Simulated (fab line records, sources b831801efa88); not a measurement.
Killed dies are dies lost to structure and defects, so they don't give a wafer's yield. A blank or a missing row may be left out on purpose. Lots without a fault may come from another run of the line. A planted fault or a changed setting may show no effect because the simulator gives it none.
Which tool did it? | flow sky130 | 13 lots, 39 wafers sampled, at 3 steps of a route of 708

WHAT THE GAUGES READ, wafer by wafer
SKY_VIA4_RS_MEAS_19: measures by four-point-probe. Usual: VIA4_W_RS 0.224 ohm/sq, standard deviation 0.0041.
lot  | measured     | on            | VIA4_W_RS (ohm/sq) | flag
L856 | day 42 23:01 | film_metro-02 | 0.229 0.228 0.229  |
L858 | day 43 17:39 | film_metro-01 | 0.225 0.231 0.228  |
L857 | day 43 20:11 | film_metro-02 | 0.227 0.219 0.221  |
L860 | day 44 01:46 | film_metro-04 | 0.224 0.226 0.225  |
L861 | day 44 07:12 | film_metro-02 | 0.219 0.226 0.218  |
L862 | day 44 23:22 | film_metro-04 | 0.217 0.227 0.217  |
L869 | day 46 11:13 | film_metro-04 | 0.222 0.226 0.230  |
L870 | day 46 12:15 | film_metro-02 | 0.225 0.216 0.219  |
L871 | day 46 21:50 | film_metro-02 | 0.217 0.225 0.227  |
L873 | day 47 11:02 | film_metro-04 | 0.230 0.226 0.218  |
L875 | day 47 22:45 | film_metro-04 | 0.221 0.223 0.230  |
L876 | day 47 23:58 | film_metro-01 | 0.229 0.224 0.227  |
L879 | day 48 17:02 | film_metro-04 | 0.228 0.225 0.227  |

SKY_METAL5_THK_MEAS_06: measures by xrf. Usual: METAL5_ALCU_THK 1135 nm, standard deviation 12.
lot  | measured     | on            | METAL5_ALCU_THK (nm) | flag
L856 | day 42 23:46 | film_metro-01 | 1131 1136 1143       |
L858 | day 43 18:25 | film_metro-01 | 1147 1146 1142       |
L857 | day 43 20:56 | film_metro-01 | 1132 1139 1133       |
L860 | day 44 02:51 | film_metro-01 | 1153 1132 1140       |
L861 | day 44 07:58 | film_metro-03 | 1119 1131 1112       |
L862 | day 45 00:06 | film_metro-03 | 1137 1144 1153       |
L869 | day 46 11:58 | film_metro-04 | 1119 1121 1109       |
L870 | day 46 12:59 | film_metro-03 | 1130 1120 1123       |
L871 | day 46 22:47 | film_metro-04 | 1149 1150 1151       |
L873 | day 47 11:49 | film_metro-04 | 1133 1122 1125       |
L875 | day 47 23:31 | film_metro-01 | 1143 1137 1126       |
L876 | day 48 00:44 | film_metro-01 | 1144 1151 1148       |
L879 | day 48 17:47 | film_metro-01 | 1128 1120 1121       |

WHICH TOOL RAN EACH LOT (tool, then ch and the chambers of the sampled wafers, then the start)
lot  | SKY_LI_CONTACT_STRIP_16
L856 | plasma_asher-03 ch 0,1, day 29 09:14
L858 | plasma_asher-01 ch 0,1, day 30 06:07
L857 | plasma_asher-03 ch 0,1, day 30 08:48
L860 | plasma_asher-01 ch 0,1, day 30 16:40
L861 | plasma_asher-03 ch 0,1, day 30 21:47
L862 | plasma_asher-04 ch 0,1, day 31 15:49
L869 | plasma_asher-03 ch 0,1, day 33 15:35
L870 | plasma_asher-03 ch 0,1, day 33 19:25
L871 | plasma_asher-03 ch 0,1, day 34 03:11
L873 | plasma_asher-04 ch 0,1, day 34 18:49
L875 | plasma_asher-04 ch 0,1, day 35 11:02
L876 | plasma_asher-01 ch 0,1, day 35 12:17
L879 | plasma_asher-01 ch 0,1, day 36 12:59
- SKY_LI_CONTACT_STRIP_16: strips in O2/N2.

WHAT THE TOOLS THEMSELVES READ (means of the sampled wafers that have a number; where no wafer has one, the mark that the record gives instead)
SKY_LI_CONTACT_STRIP_16. Usual: drypump_motor_current_A 5.6 A, standard deviation 0.64; oes_product_au 0.375 a.u., standard deviation 0.0048; strip_time_to_endpoint_s 3.497 s, standard deviation 0.022.
lot  | tool            | drypump_motor_current_A (A) | oes_product_au (a.u.) | strip_time_to_endpoint_s (s) | flag
L856 | plasma_asher-03 | 5.9                         | 0.373                 | 3.473                        |
L858 | plasma_asher-01 | 5.1                         | 0.372                 | 3.521                        |
L857 | plasma_asher-03 | 5.9                         | 0.378                 | 3.483                        |
L860 | plasma_asher-01 | 5.0                         | 0.373                 | 3.509                        |
L861 | plasma_asher-03 | 5.9                         | 0.379                 | 3.483                        |
L862 | plasma_asher-04 | 5.6                         | 0.370                 | 3.492                        |
L869 | plasma_asher-03 | 5.9                         | 0.365                 | 3.481                        |
L870 | plasma_asher-03 | 5.9                         | 0.376                 | 3.498                        |
L871 | plasma_asher-03 | 5.6                         | 0.375                 | 3.472                        |
L873 | plasma_asher-04 | 6.2                         | 0.373                 | 3.498                        |
L875 | plasma_asher-04 | 5.6                         | 0.380                 | 3.500                        |
L876 | plasma_asher-01 | 5.1                         | 0.377                 | 3.499                        |
L879 | plasma_asher-01 | 5.1                         | 0.376                 | 3.512                        |

THE ANSWER, worked out from the rows above alone
Rule: a lot is off if the mean of its wafers that have a number lies more than 3 standard deviations from the usual mean. A lot without any number at a reading at which 4 lots or more have one is off too. The other lots that the step has rows for count as sound. The gauges are gone through in route order, then the tools' own readings, and for those a lot's mean is taken as printed above. The first step at which some lot is off is used, and at that step the reading that is off furthest; a lot without a number counts as furthest.
No lot is off at any reading shown: from this, nothing can be told.

WHAT THE SIMULATOR HAD PUT IN
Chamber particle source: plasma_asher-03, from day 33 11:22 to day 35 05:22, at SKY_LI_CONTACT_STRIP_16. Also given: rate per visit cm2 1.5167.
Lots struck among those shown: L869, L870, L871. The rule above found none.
